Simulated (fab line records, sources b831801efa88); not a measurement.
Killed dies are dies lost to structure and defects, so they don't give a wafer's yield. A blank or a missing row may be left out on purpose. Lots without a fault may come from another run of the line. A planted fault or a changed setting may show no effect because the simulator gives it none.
Which tool did it? | flow sky130 | 13 lots, 39 wafers sampled, at 5 steps of a route of 708

WHAT THE GAUGES READ, wafer by wafer
SKY_GATE_OXIDE_TW_MEAS_14. Usual: GATE_OXIDE_TW 223.8, standard deviation 1.5.
lot  | measured     | on            | GATE_OXIDE_TW     | flag
L871 | day 13 12:47 | film_metro-01 | 223.4 224.8 224.9 |
L872 | day 14 06:14 | film_metro-04 | 221.5 220.9 222.7 |
L873 | day 14 08:22 | film_metro-01 | 223.2 223.3 222.3 |
L875 | day 14 23:50 | film_metro-01 | 222.9 224.0 223.3 |
L876 | day 16 00:00 | film_metro-04 | 221.1 221.8 221.9 |
L878 | day 16 11:00 | film_metro-03 | 226.5 225.2 225.9 |
L880 | day 17 02:47 | film_metro-03 | 225.1 223.9 223.9 |
L881 | day 17 09:22 | film_metro-01 | 224.3 223.9 224.4 |
L883 | day 18 03:57 | film_metro-01 | 225.1 225.5 225.1 |
L888 | day 19 19:04 | film_metro-03 | 223.5 223.1 223.4 |
L890 | day 20 18:16 | film_metro-03 | 225.9 224.3 224.8 |
L893 | day 21 14:16 | film_metro-03 | 225.4 225.1 224.1 |
L894 | day 21 20:50 | film_metro-03 | 224.6 225.3 224.2 |

SKY_LDD_P_CD_MEAS_07: target cd 380 nm. Usual: cd_nm 379.3 nm, standard deviation 2.4.
lot  | measured     | on        | cd_nm (nm)        | flag
L871 | day 18 17:30 | cd_sem-02 | 373.7 372.3 372.6 |
L872 | day 19 11:07 | cd_sem-02 | 380.3 379.9 380.7 |
L873 | day 19 15:17 | cd_sem-02 | 381.5 381.7 382.2 |
L875 | day 20 09:29 | cd_sem-02 | 380.1 382.8 377.8 |
L876 | day 21 12:08 | cd_sem-01 | 377.1 379.0 380.5 |
L878 | day 21 20:44 | cd_sem-01 | 377.8 375.4 377.6 |
L880 | day 22 15:09 | cd_sem-02 | 382.5 381.5 382.0 |
L881 | day 22 23:47 | cd_sem-02 | 382.9 379.3 380.3 |
L883 | day 23 15:57 | cd_sem-01 | 377.0 378.2 376.8 |
L888 | day 25 09:41 | cd_sem-01 | 379.1 376.2 381.6 |
L890 | day 26 00:01 | cd_sem-02 | 379.5 379.3 379.5 |
L893 | day 26 20:43 | cd_sem-02 | 376.0 376.9 376.8 |
L894 | day 27 03:02 | cd_sem-02 | 383.2 383.6 381.4 |

SKY_LDD_HVN_OVL_MEAS_07. Usual: LDD_HVN_OVL 0.5 nm, standard deviation 1.4.
lot  | measured     | on         | LDD_HVN_OVL (nm) | flag
L871 | day 20 01:13 | overlay-02 | -0.8 2.5 -0.1    |
L872 | day 20 18:15 | overlay-01 | 1.7 -0.5 1.5     |
L873 | day 20 22:16 | overlay-02 | 1.1 1.4 2.3      |
L875 | day 21 16:55 | overlay-02 | -1.0 -0.8 -2.2   |
L876 | day 22 19:04 | overlay-02 | -2.9 -2.2 -0.7   |
L878 | day 23 03:19 | overlay-02 | -0.1 -0.9 -1.9   |
L880 | day 23 22:01 | overlay-01 | -0.1 -0.7 -0.3   |
L881 | day 24 06:16 | overlay-02 | 3.7 1.3 2.8      |
L883 | day 24 21:59 | overlay-01 | - - -            | OFF
L888 | day 26 14:52 | overlay-01 | 0.0 1.5 1.4      |
L890 | day 27 05:32 | overlay-02 | 0.9 0.1 0.0      |
L893 | day 28 02:08 | overlay-02 | -0.9 -0.2 0.3    |
L894 | day 28 09:01 | overlay-01 | 0.8 3.4 -0.1     |

SKY_LDD_HVN_TW_MEAS_10. Usual: LDD_HVN_TW 1438, standard deviation 9.8.
lot  | measured     | on            | LDD_HVN_TW     | flag
L871 | day 20 01:31 | film_metro-02 | 1457 1450 1451 |
L872 | day 20 18:32 | film_metro-02 | 1448 1451 1456 |
L873 | day 20 22:34 | film_metro-01 | 1427 1429 1439 |
L875 | day 21 17:13 | film_metro-04 | 1431 1424 1426 |
L876 | day 22 19:21 | film_metro-04 | 1422 1417 1415 |
L878 | day 23 03:45 | film_metro-01 | 1446 1446 1443 |
L880 | day 23 22:19 | film_metro-04 | 1440 1447 1440 |
L881 | day 24 06:38 | film_metro-04 | 1429 1428 1433 |
L883 | day 24 22:17 | film_metro-02 | 30 30 30       | OFF
L888 | day 26 15:10 | film_metro-04 | 1424 1429 1435 |
L890 | day 27 05:50 | film_metro-01 | 1444 1442 1442 |
L893 | day 28 02:25 | film_metro-02 | 1446 1449 1448 |
L894 | day 28 09:19 | film_metro-01 | 1435 1434 1431 |

WHICH TOOL RAN EACH LOT (tool, then ch and the chambers of the sampled wafers, then the start)
lot  | SKY_LDD_HVN_EXPOSE_04
L871 | iline_stepper-02 ch 0, day 19 09:53
L872 | iline_stepper-01 ch 0, day 20 03:00
L873 | iline_stepper-02 ch 0, day 20 07:13
L875 | iline_stepper-02 ch 0, day 21 01:49
L876 | iline_stepper-01 ch 0, day 22 03:43
L878 | iline_stepper-02 ch 0, day 22 13:05
L880 | iline_stepper-02 ch 0, day 23 06:33
L881 | iline_stepper-01 ch 0, day 23 15:45
L883 | iline_stepper-02 ch 0, day 24 07:30
L888 | iline_stepper-01 ch 0, day 26 00:11
L890 | iline_stepper-02 ch 0, day 26 15:37
L893 | iline_stepper-02 ch 0, day 27 11:50
L894 | iline_stepper-02 ch 0, day 27 19:08
- SKY_LDD_HVN_EXPOSE_04: exposes mask HVNTM, target cd 700 nm.

WHAT THE TOOLS THEMSELVES READ (means of the sampled wafers that have a number; where no wafer has one, the mark that the record gives instead)
SKY_LDD_HVN_EXPOSE_04. Usual: reticle_temp_C 23.00 C, standard deviation 0.1.
lot  | tool             | reticle_temp_C (C) | flag
L871 | iline_stepper-02 | 23.00              |
L872 | iline_stepper-01 | 22.94              |
L873 | iline_stepper-02 | 23.00              |
L875 | iline_stepper-02 | 23.00              |
L876 | iline_stepper-01 | 23.16              |
L878 | iline_stepper-02 | 22.81              |
L880 | iline_stepper-02 | 22.99              |
L881 | iline_stepper-01 | 22.97              |
L883 | iline_stepper-02 | 23.00              |
L888 | iline_stepper-01 | 23.02              |
L890 | iline_stepper-02 | 22.97              |
L893 | iline_stepper-02 | 23.08              |
L894 | iline_stepper-02 | 22.99              |

THE ANSWER, worked out from the rows above alone
Rule: a lot is off if the mean of its wafers that have a number lies more than 3 standard deviations from the usual mean. A lot without any number at a reading at which 4 lots or more have one is off too. The other lots that the step has rows for count as sound. The gauges are gone through in route order, then the tools' own readings, and for those a lot's mean is taken as printed above. The first step at which some lot is off is used, and at that step the reading that is off furthest; a lot without a number counts as furthest.
Off: L883, at SKY_LDD_HVN_OVL_MEAS_07 (LDD_HVN_OVL). Without a number there: L883.
A tool fits if, at a process step before that reading, it ran every lot that is off, and no sound lot after the first of them. The gauges at SKY_LDD_HVN_OVL_MEAS_07 aren't tried: what is off there is off at SKY_LDD_HVN_TW_MEAS_10 too, on other tools, and a gauge's error can't cause that. None of those tried fits.

WHAT THE SIMULATOR HAD PUT IN
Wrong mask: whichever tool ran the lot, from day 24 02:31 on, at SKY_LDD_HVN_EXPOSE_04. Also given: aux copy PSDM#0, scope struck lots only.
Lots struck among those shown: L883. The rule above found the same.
